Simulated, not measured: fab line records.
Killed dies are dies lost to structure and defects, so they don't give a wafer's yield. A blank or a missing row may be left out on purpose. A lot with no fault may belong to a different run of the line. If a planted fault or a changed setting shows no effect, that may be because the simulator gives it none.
Struck lot and sound lot, side by side ; flow sky130 ; 24 steps out of a route of 708
Sound: the wafers L306.2, L306.3, L306.6. Struck: wafer L317.4; the same lot's L317.5 was not struck, so it is left out; see the end for the cause.
Order at every step that has rows: each side's tool, ch and its chambers, its first start. Under that, the readings that differ: sound wafers ; struck wafers ; difference of the means ; sigmas: that difference in standard deviations of wafers without a fault.
alike: words and numbers the same on both sides, and readings whose means are apart by under 2 such deviations; not compared: readings that were withheld, readings missing a value for some wafer, numbers with overlapping values and no deviation given by the record, and bounds like >300 which may hide the same value.
Wherever a step has rows on one side only, a row that says differs or no value, or a row with sigmas, the two part there. Non-overlapping numbers with no deviation appear without sigmas and do not part them. A reading missing from all wafers of one side parts the sides only when that side holds two or more wafers.

first, 8 steps without rows for these wafers: SKY_RES_XHIGH_DEHYDRATE_00 (time 60 s); SKY_RES_XHIGH_HMDS_01 (prime time 60 s); SKY_RES_XHIGH_COAT_02 (resist thk 1140 nm); SKY_RES_XHIGH_SOFTBAKE_03 (time 60 s); SKY_RES_XHIGH_EXPOSE_04 (exposes mask URPM, target cd 1270 nm); SKY_RES_XHIGH_PEB_05; SKY_RES_XHIGH_DEVELOP_06 (develop time 60 s); SKY_RES_XHIGH_IMPLANT_07.
SKY_RES_XHIGH_STRIP_08: strips in O2/N2.
  sound on plasmaAsher-04 ch 0,1, day 26 05:25; struck on plasmaAsher-01 ch 0, day 30 17:25
reading;sound;struck;difference;sigmas
drypumpMotorCurrentA (A);5.79 6.17 5.81;5.27;-0.65;-2
stripTimeToEndpointS (s);14.30 14.28 14.31;14.20;-0.10;-2
  alike: oesProductAu
  not compared: rfHoursCounterH
SKY_RES_XHIGH_TW_MEAS_09:
  sound on filmMetro-04 at day 26 05:32; struck on filmMetro-01 at day 30 17:31
  alike: RES_XHIGH_TW
then, 2 steps without rows for these wafers: SKY_SD_N_DEHYDRATE_00 (time 60 s); SKY_SD_N_HMDS_01 (prime time 60 s).
SKY_SD_N_COAT_02: resist thk 1140 nm.
  sound on lithoTrack-01 ch 0, day 26 19:47; struck on lithoTrack-01 ch 0, day 31 06:59
reading;sound;struck;difference;sigmas
model.NOVOLAK_of_SD_N_COAT_02.thkNm (nm);1133 1133 1134;813;-320;
then, 3 steps without rows for these wafers: SKY_SD_N_SOFTBAKE_03 (time 60 s); SKY_SD_N_EXPOSE_04 (exposes mask NSDM, target cd 380 nm); SKY_SD_N_PEB_05.
SKY_SD_N_DEVELOP_06: develop time 60 s.
  sound on lithoTrack-01 ch 0, day 27 10:41; struck on lithoTrack-02 ch 0, day 31 20:30
reading;sound;struck;difference;sigmas
model.NOVOLAK_of_SD_N_COAT_02.thkNm (nm);1133 1133 1134;812.6;-320.7;
SKY_SD_N_CD_MEAS_07: target cd 380 nm.
  sound on cdSem-01 at day 27 10:50; struck on cdSem-02 at day 31 20:38
reading;sound;struck;difference;sigmas
cdNm (nm);382.3 384.2 381.1;414.4;+31.9;+14
SKY_SD_N_OVL_MEAS_08:
  sound on overlay-01 at day 27 10:56; struck on overlay-01 at day 31 20:43
  alike: SD_N_OVL
then, 2 steps without rows for these wafers: SKY_SD_N_IMPLANT_09; SKY_SD_N_IMPLANT_10.
SKY_SD_N_STRIP_11: strips in O2/N2.
  sound on plasmaAsher-03 ch 0,1, day 27 11:16; struck on plasmaAsher-02 ch 1, day 31 21:04
reading;sound;struck;difference;sigmas
oesProductAu (a.u.);0.532 0.525 0.532;0.490;-0.040;-9
stripTimeToEndpointS (s);22.46 22.48 22.50;18.84;-3.64;-76
  alike: drypumpMotorCurrentA
  not compared: rfHoursCounterH
SKY_SD_N_TW_MEAS_12:
  sound on filmMetro-04 at day 27 11:22; struck on filmMetro-04 at day 31 21:10
  alike: SD_N_TW
-- the record jumps here: 17 days lie between the struck wafers' starts before and after (it left off in module SD_N and takes up again in module PAD_OPEN, whose first step shown is number 708 of the route) --
SKY_PAD_OPEN_PROBE_99:
  record: rows for the struck wafers here (prober-02, day 48 15:17), none for the sound ones

WHERE THEY PART
First at SKY_RES_XHIGH_STRIP_08; last, within this record, at SKY_PAD_OPEN_PROBE_99.

WHY: what had been put in by the simulator
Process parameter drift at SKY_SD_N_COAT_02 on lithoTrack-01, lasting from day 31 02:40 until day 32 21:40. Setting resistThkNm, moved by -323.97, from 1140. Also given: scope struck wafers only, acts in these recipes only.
